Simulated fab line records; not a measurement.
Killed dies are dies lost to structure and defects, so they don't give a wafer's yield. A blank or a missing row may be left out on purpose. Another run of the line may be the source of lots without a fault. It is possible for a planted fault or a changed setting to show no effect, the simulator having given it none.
The tool behind it: which one?    flow sky130    18 wafers from 6 lots sampled at 3 of the route's 708 steps

## WHAT EACH GAUGE READ, for each wafer
SKY_NWELL_OVL_MEAS_10.
lot   measured     on          NWELL_00_OVL (nm)
L532  day 6 03:22  overlay-02  -1.7 -1.8 -0.8
L535  day 7 01:53  overlay-02  -0.6 -0.3 -0.9
L537  day 7 06:52  overlay-02  - - -
L545  day 8 23:08  overlay-01  -1.7 -0.9 -0.2
L547  day 9 11:25  overlay-01  -1.0 0.4 1.0
L549  day 9 22:57  overlay-01  0.1 0.2 -0.7

## TOOL THAT RAN EACH LOT (tool first, then ch and the chambers of the sampled wafers, then the start)
lot   SKY_FIELD_ISO_STRIP_16               SKY_NWELL_COAT_05
L532  plasma_asher-03 ch 0,1, day 3 07:07  litho_track-01 ch 0, day 5 18:07
L535  plasma_asher-01 ch 0,1, day 4 02:53  litho_track-01 ch 0, day 6 16:14
L537  plasma_asher-02 ch 0,1, day 4 13:45  litho_track-03, day 6 21:20
L545  plasma_asher-03 ch 0,1, day 6 03:52  litho_track-02 ch 0, day 8 12:42
L547  plasma_asher-02 ch 0,1, day 6 13:39  litho_track-02 ch 0, day 9 00:54
L549  plasma_asher-02 ch 0,1, day 7 01:27  litho_track-01 ch 0, day 9 11:43
- SKY_FIELD_ISO_STRIP_16: strips in O2/N2.
- SKY_NWELL_COAT_05: resist thk 3000 nm.

## THE ANSWER, worked out from the rows above alone
Rule: the lots themselves supply what counts as usual. Put in order of their means at a reading, lots are off if they are a third of the lots or fewer, leave a main group of 4 or more, and stand apart from it by a gap of 3 or more times the standard deviation of the main group's means; of several such gaps the widest counts. The tables above print the reading to a certain number of digits; a main group whose means all agree to those digits is not used. Also off: a lot with no number at a reading for which 4 or more lots have one. Where the step has rows for the other lots, those lots are counted as sound.
Off: L537, seen at SKY_NWELL_OVL_MEAS_10 (NWELL_00_OVL). Without a number there: L537. For the main group the mean is -0.6 nm and the standard deviation 0.56.
If a tool, at a process step before that reading, ran all the lots that are off and no sound lot after the first of them, it fits. Those tools and the gauges at SKY_NWELL_OVL_MEAS_10 are tried in the same way. 2 tools fit, litho_track-03 at SKY_NWELL_COAT_05 and overlay-02 at SKY_NWELL_OVL_MEAS_10, so this cannot tell which one it is.

## WHAT THE SIMULATOR PUT IN
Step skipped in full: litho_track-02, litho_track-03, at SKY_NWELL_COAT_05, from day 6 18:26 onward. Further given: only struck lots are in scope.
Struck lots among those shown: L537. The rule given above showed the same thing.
